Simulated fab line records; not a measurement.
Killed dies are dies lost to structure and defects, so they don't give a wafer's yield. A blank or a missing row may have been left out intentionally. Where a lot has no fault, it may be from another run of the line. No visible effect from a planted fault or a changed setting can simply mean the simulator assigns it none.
8D (eight disciplines) problem report, filled in by code    flow gf180mcu    the parts of the form that need people (team, actions taken, sign-off) are left out

== 1. WHAT IS WRONG ==
At GF_MVPSD_EXPOSE_04, exposureDoseMJCm2 averages 225.03 over 6 wafers from 2 lots, while fault-free wafers read 260.04, standard deviation 0.27. That is -99 or more standard deviations from the usual mean.
The step: exposes mask MVPSD, target cd 1000 nm.
Earliest sighting: wafer L956.3 on ilineStepper-01 at day 7 11:47. Wafers with a number at this step in the record: 39, from 13 lots. Rule for "out", or "out of limits": more than 4 standard deviations from the usual mean. Any other wafer with a number is counted as sound.

== 2. WHAT THIS IS AND IS NOT ==
question                     is                      is not
which readings at this step  exposureDoseMJCm2       -
which lots                   L956, L957              L945, L947, L948, L949, L951, L955, L960, L961, L964, L965, L967
which wafers of those lots   all that have a number  -
read on which tools          ilineStepper-01         ilineStepper-02
when                         from day 7 11:47        up to then (18 sound wafers); but 15 sound wafers of L960, L961, L964, L965, L967 came after

== 3. THE SUSPECTS, EACH WITH WHAT RULES IT OUT ==
Counting: a tool at a process step up to the reading stays a suspect if it ran every lot that is out and no sound lot after the first of them.
- ilineStepper-01 at GF_MVPSD_EXPOSE_04 (exposes mask MVPSD, target cd 1000 nm): kept. Every lot that is out went through it, starting with L956 (day 7 11:47), and after that it ran no sound lot; the last sound lot it ran before then is L949 (day 5 15:51). Its own readings are out on those wafers: exposureDoseMJCm2.
After counting, what remains is ilineStepper-01 at GF_MVPSD_EXPOSE_04.

== 4. THE CAUSE (what the simulator had put in) ==
Drift in process parameters on ilineStepper-01 at GF_MVPSD_EXPOSE_04, starting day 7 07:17. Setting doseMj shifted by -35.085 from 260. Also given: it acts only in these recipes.
Counting left only this tool.

== 5. SEQUENCE OF EFFECTS, ordered by route ==
One row per reading whose mean, taken over the struck wafers that have a number, lies over 3 standard deviations from the usual. Scope: only readings with a usual standard deviation given in the record; hours: median across lots of the time from each lot's start at the first step in this table that gives one to its start at this step; sigmas: change in usual standard deviations.
hours  step                reading            usual   on struck wafers  change  sigmas
0      GF_MVPSD_EXPOSE_04  exposureDoseMJCm2  260.04  225.03            -35.01  -99 or more
It contains these process steps:
- GF_MVPSD_EXPOSE_04: exposes mask MVPSD, target cd 1000 nm.
Later measuring or inspecting steps at which every struck wafer that the step has a row for has a number for every such reading, and none has moved that far: GF_M1_THK_MEAS_06.

== 6. HOW IT WOULD HAVE BEEN CAUGHT EARLIER ==
The fault began at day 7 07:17; the first out-of-limits reading in this record came at day 7 11:47, 4 hours later.
